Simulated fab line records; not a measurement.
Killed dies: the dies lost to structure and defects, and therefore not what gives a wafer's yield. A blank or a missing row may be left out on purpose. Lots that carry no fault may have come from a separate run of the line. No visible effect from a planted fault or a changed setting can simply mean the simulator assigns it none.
Which tool did it? / flow gf180mcu / Sampling: 14 lots, 42 wafers, 3 of 602 route steps

## WHAT EACH GAUGE READ, for each wafer
GF_V1_THK_MEAS_25: measures by xrf. Usual: V1_W_THK typically reads 351 nm, with standard deviation 4.4.
lot=L542; measured=day 17 11:22; on=filmMetro-03; V1_W_THK (nm)=352 350 349; flag=
lot=L543; measured=day 17 18:01; on=filmMetro-04; V1_W_THK (nm)=348 346 349; flag=
lot=L545; measured=day 18 22:39; on=filmMetro-03; V1_W_THK (nm)=350 350 349; flag=
lot=L544; measured=day 18 23:59; on=filmMetro-01; V1_W_THK (nm)=355 351 357; flag=
lot=L546; measured=day 19 10:50; on=filmMetro-01; V1_W_THK (nm)=350 355 355; flag=
lot=L547; measured=day 19 18:27; on=filmMetro-03; V1_W_THK (nm)=347 348 348; flag=
lot=L548; measured=day 19 23:37; on=filmMetro-03; V1_W_THK (nm)=349 353 351; flag=
lot=L551; measured=day 20 23:09; on=filmMetro-03; V1_W_THK (nm)=355 357 353; flag=
lot=L552; measured=day 21 02:06; on=filmMetro-01; V1_W_THK (nm)=354 353 353; flag=
lot=L555; measured=day 22 18:37; on=filmMetro-04; V1_W_THK (nm)=352 347 348; flag=
lot=L558; measured=day 23 12:07; on=filmMetro-01; V1_W_THK (nm)=353 349 359; flag=
lot=L559; measured=day 24 00:56; on=filmMetro-01; V1_W_THK (nm)=360 361 355; flag=
lot=L561; measured=day 24 13:50; on=filmMetro-03; V1_W_THK (nm)=354 350 347; flag=
lot=L565; measured=day 25 21:41; on=filmMetro-03; V1_W_THK (nm)=345 345 348; flag=

GF_V3_THK_MEAS_01. Usual: V3_CVD_00_THK typically reads 602 nm, with standard deviation 7.
lot=L542; measured=day 20 12:14; on=filmMetro-03; V3_CVD_00_THK (nm)=592 601 598; flag=
lot=L543; measured=day 20 21:54; on=filmMetro-04; V3_CVD_00_THK (nm)=587 593 587; flag=
lot=L545; measured=day 22 03:38; on=filmMetro-04; V3_CVD_00_THK (nm)=599 592 594; flag=
lot=L544; measured=day 22 05:19; on=filmMetro-04; V3_CVD_00_THK (nm)=606 608 603; flag=
lot=L546; measured=day 22 14:05; on=filmMetro-03; V3_CVD_00_THK (nm)=600 593 601; flag=
lot=L547; measured=day 22 23:01; on=filmMetro-04; V3_CVD_00_THK (nm)=602 604 605; flag=
lot=L548; measured=day 23 04:41; on=filmMetro-03; V3_CVD_00_THK (nm)=596 601 604; flag=
lot=L551; measured=day 24 03:19; on=filmMetro-03; V3_CVD_00_THK (nm)=599 609 596; flag=
lot=L552; measured=day 24 06:15; on=filmMetro-03; V3_CVD_00_THK (nm)=614 600 596; flag=
lot=L555; measured=day 25 18:37; on=filmMetro-03; V3_CVD_00_THK (nm)=605 594 607; flag=
lot=L561; measured=day 27 10:13; on=filmMetro-01; V3_CVD_00_THK (nm)=606 607 611; flag=
lot=L565; measured=day 28 15:37; on=filmMetro-01; V3_CVD_00_THK (nm)=592 601 603; flag=

## WHICH TOOL RAN EACH LOT (tool, then ch and the chambers of the sampled wafers, then the start)
lot=L542; GF_V2_PEB_12=lithoTrack-03 ch 0, day 19 12:17
lot=L543; GF_V2_PEB_12=lithoTrack-03 ch 0, day 19 18:53
lot=L545; GF_V2_PEB_12=lithoTrack-04 ch 0, day 21 00:03
lot=L544; GF_V2_PEB_12=lithoTrack-04 ch 0, day 21 01:30
lot=L546; GF_V2_PEB_12=lithoTrack-02 ch 0, day 21 10:50
lot=L547; GF_V2_PEB_12=lithoTrack-04 ch 0, day 21 17:30
lot=L548; GF_V2_PEB_12=lithoTrack-04 ch 0, day 22 01:24
lot=L551; GF_V2_PEB_12=lithoTrack-03 ch 0, day 23 01:02
lot=L552; GF_V2_PEB_12=lithoTrack-03 ch 0, day 23 04:34
lot=L555; GF_V2_PEB_12=lithoTrack-03 ch 0, day 24 17:32
lot=L558; GF_V2_PEB_12=lithoTrack-03, day 25 11:17
lot=L559; GF_V2_PEB_12=lithoTrack-03, day 25 23:50
lot=L561; GF_V2_PEB_12=lithoTrack-04 ch 0, day 26 10:49
lot=L565; GF_V2_PEB_12=lithoTrack-02 ch 0, day 27 17:53
- GF_V2_PEB_12: peb time 91.89 s.

## AS READ BY THE TOOLS THEMSELVES (means over the sampled wafers that have a number; for cases with no such wafer, the mark the record gives instead)
GF_V2_PEB_12. Usual: chillPlateTempC 23.01 C, standard deviation 0.12; exhaustPa 45.1 Pa, standard deviation 0.96; plateSensorTCentreC 136.13 C, standard deviation 0.0099; plateSensorTEdgeC 136.29 C, standard deviation 0.01.
lot=L542; tool=lithoTrack-03; chillPlateTempC (C)=23.07; exhaustPa (Pa)=45.5; plateSensorTCentreC (C)=136.12; plateSensorTEdgeC (C)=136.30; flag=
lot=L543; tool=lithoTrack-03; chillPlateTempC (C)=23.17; exhaustPa (Pa)=45.3; plateSensorTCentreC (C)=136.13; plateSensorTEdgeC (C)=136.29; flag=
lot=L545; tool=lithoTrack-04; chillPlateTempC (C)=23.11; exhaustPa (Pa)=43.8; plateSensorTCentreC (C)=136.13; plateSensorTEdgeC (C)=136.29; flag=
lot=L544; tool=lithoTrack-04; chillPlateTempC (C)=22.99; exhaustPa (Pa)=44.7; plateSensorTCentreC (C)=136.12; plateSensorTEdgeC (C)=136.29; flag=
lot=L546; tool=lithoTrack-02; chillPlateTempC (C)=22.72; exhaustPa (Pa)=43.9; plateSensorTCentreC (C)=136.12; plateSensorTEdgeC (C)=136.29; flag=
lot=L547; tool=lithoTrack-04; chillPlateTempC (C)=22.98; exhaustPa (Pa)=45.8; plateSensorTCentreC (C)=136.12; plateSensorTEdgeC (C)=136.29; flag=
lot=L548; tool=lithoTrack-04; chillPlateTempC (C)=23.21; exhaustPa (Pa)=46.2; plateSensorTCentreC (C)=136.13; plateSensorTEdgeC (C)=136.30; flag=
lot=L551; tool=lithoTrack-03; chillPlateTempC (C)=23.14; exhaustPa (Pa)=45.2; plateSensorTCentreC (C)=136.13; plateSensorTEdgeC (C)=136.29; flag=
lot=L552; tool=lithoTrack-03; chillPlateTempC (C)=23.04; exhaustPa (Pa)=45.3; plateSensorTCentreC (C)=136.14; plateSensorTEdgeC (C)=136.29; flag=
lot=L555; tool=lithoTrack-03; chillPlateTempC (C)=22.85; exhaustPa (Pa)=45.4; plateSensorTCentreC (C)=136.11; plateSensorTEdgeC (C)=136.29; flag=
lot=L558; tool=lithoTrack-03; chillPlateTempC (C)=-; exhaustPa (Pa)=-; plateSensorTCentreC (C)=-; plateSensorTEdgeC (C)=-; flag=OFF
lot=L559; tool=lithoTrack-03; chillPlateTempC (C)=-; exhaustPa (Pa)=-; plateSensorTCentreC (C)=-; plateSensorTEdgeC (C)=-; flag=OFF
lot=L561; tool=lithoTrack-04; chillPlateTempC (C)=23.09; exhaustPa (Pa)=44.0; plateSensorTCentreC (C)=136.12; plateSensorTEdgeC (C)=136.30; flag=
lot=L565; tool=lithoTrack-02; chillPlateTempC (C)=23.09; exhaustPa (Pa)=45.4; plateSensorTCentreC (C)=136.14; plateSensorTEdgeC (C)=136.31; flag=

## THE ANSWER, worked out from the rows above alone
Rule: take the mean of a lot's wafers that have a number; if it is more than 3 standard deviations from the usual mean, the lot is off. Also off: a lot with no number at a reading for which 4 or more lots have one. Any other lot the step has rows for is counted as sound. Order of review: gauges by route order, followed by the tools' own readings, for which a lot's mean as printed above is used. At the first step where some lot is off, the reading lying furthest off is the one used; lots without a number count as furthest.
Off: L558, L559, at GF_V2_PEB_12 (chillPlateTempC). Without a number there: L558, L559.
A tool fits if, at that step or a process step before it, it ran every lot that is off, and no sound lot after the first of them. One fits: GF_V2_PEB_12 on lithoTrack-03. Its last sound lot is L555 (day 24 17:32), its first lot that is off L558 (day 25 11:17): a fault that began between those two fits.
Blank at GF_V2_PEB_12 on the lots that are off, where sound lots have numbers: chillPlateTempC, exhaustPa, plateSensorTCentreC, plateSensorTEdgeC.

## WHAT THE SIMULATOR HAD PUT IN
Whole step skipped at GF_V2_PEB_12 on lithoTrack-03, starting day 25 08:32. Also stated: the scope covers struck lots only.
Shown lots that were struck: L558, L559. Same finding as the rule above.
